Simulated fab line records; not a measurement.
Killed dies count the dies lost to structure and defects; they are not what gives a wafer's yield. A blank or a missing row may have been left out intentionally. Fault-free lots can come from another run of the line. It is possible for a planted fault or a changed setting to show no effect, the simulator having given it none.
A struck lot beside a sound one | flow sky130 | 15 out of 708 route steps
Sound: these wafers, L462.1, L462.2, L462.3. Wafers struck: L454.2, L454.3, L454.6. At the end, the cause is stated.
At each step with rows: each side's tool, then ch and its chambers, then its first start. Under that, the readings that differ: sound wafers | struck wafers | difference of the means | sigmas: that difference in standard deviations of wafers without a fault.
alike: same words and numbers on both sides, and readings whose means sit less than 2 such deviations apart. not compared: any withheld reading, any reading some wafer has no value for, any bound like >300 that may hide the same value, and any number with overlapping values for which the record gives no deviation.
Wherever a step has rows on one side only, a row that says differs or no value, or a row with sigmas, the two part there. Numbers that don't overlap but have no deviation are shown without sigmas and don't part them. A reading missing from all wafers of one side parts the sides only when that side holds two or more wafers.

SKY_SONOS_ONO_THK_MEAS_05:
  sound on filmMetro-04, day 16 12:29; struck on filmMetro-02, day 13 14:55
  alike: SONOS_ONO_CVD_04_THK
then, 7 steps without rows for these wafers: SKY_SONOS_ONO_DEHYDRATE_06 (time 60 s); SKY_SONOS_ONO_HMDS_07 (prime time 60 s); SKY_SONOS_ONO_COAT_08 (resist thk 1140 nm); SKY_SONOS_ONO_SOFTBAKE_09 (time 60 s); SKY_SONOS_ONO_EXPOSE_10 (exposes mask ONOM, target cd 410 nm); SKY_SONOS_ONO_PEB_11; SKY_SONOS_ONO_DEVELOP_12 (develop time 60 s).
SKY_SONOS_ONO_CD_MEAS_13: target cd 410 nm.
  sound on cdSem-02, day 17 18:37; struck on cdSem-01, day 14 17:14
reading   | sound             | struck            | difference | sigmas
cdNm (nm) | 410.7 411.4 408.9 | 405.7 406.7 404.7 | -4.6       | -3
SKY_SONOS_ONO_OVL_MEAS_14:
  sound on overlay-02, day 17 18:44; struck on overlay-02, day 14 17:21
  alike: SONOS_ONO_OVL
SKY_SONOS_ONO_ETCH_15: etches the open film in CHF3/O2, target depth 19.52 nm, time 7.8 s.
  sound on rieDiel-02 ch 0,2,3, day 17 18:47; struck on rieDiel-03 ch 1,3, day 14 17:23
  alike: chamberPressureMTorr, drypumpMotorCurrentA, oesProductAu, throttleValvePct
  not compared: rfHoursCounterH
then, 1 step without rows for these wafers: SKY_SONOS_ONO_WET_ETCH_16 (etches SiO2 in dHF, target depth 14 nm, time 280 s).
SKY_SONOS_ONO_STRIP_17: strips in O2/N2.
  sound on plasmaAsher-04 ch 0,1, day 17 18:58; struck on plasmaAsher-04 ch 0,1, day 14 17:29
reading                                       | sound             | struck            | difference                    | sigmas
oesProductAu (a.u.)                           | 0.713 0.715 0.703 | 0.893 0.892 0.896 | +0.183                        | +41
stripTimeToEndpointS (s)                      | 14.02 14.00 13.99 | - - -             | no value on the struck wafers | 
model.NOVOLAK_of_SONOS_ONO_COAT_08.thkNm (nm) | 0 0 0             | 585.6 586.9 587.6 | +586.7                        | 
  alike: chamberPressureMTorr, drypumpMotorCurrentA
  not compared: rfHoursCounterH
then, 1 step without rows for these wafers: SKY_SONOS_ONO_WET_ETCH_18 (etches Si3N4 in H3PO4, target depth 15 nm, time 172 s).
-- a jump in the record: the struck wafers' starts before and after are 33 days apart (it breaks off in module SONOS_ONO and resumes in module PAD_OPEN, where the first step shown is number 708 of the route) --
SKY_PAD_OPEN_PROBE_99:
  sound on prober-01, day 49 19:38; struck on prober-01, day 47 15:27
reading          | sound    | struck      | difference | sigmas
killedAtFrontEnd | 10 14 22 | 417 430 404 | +402       | +77
killedDies       | 83 83 93 | 492 492 492 | +406       | +41
killedOnRim      | 16 10 17 | 96 96 96    | +82        | +21
  alike: killed_at_M0_to_M3, killed_at_M4_up, killedAtContacts, killedAtOther, killedOpen, killedShort

WHERE THEY PART
Last at SKY_PAD_OPEN_PROBE_99 as far as this record goes, first at SKY_SONOS_ONO_CD_MEAS_13.

WHY: whatever the simulator had introduced
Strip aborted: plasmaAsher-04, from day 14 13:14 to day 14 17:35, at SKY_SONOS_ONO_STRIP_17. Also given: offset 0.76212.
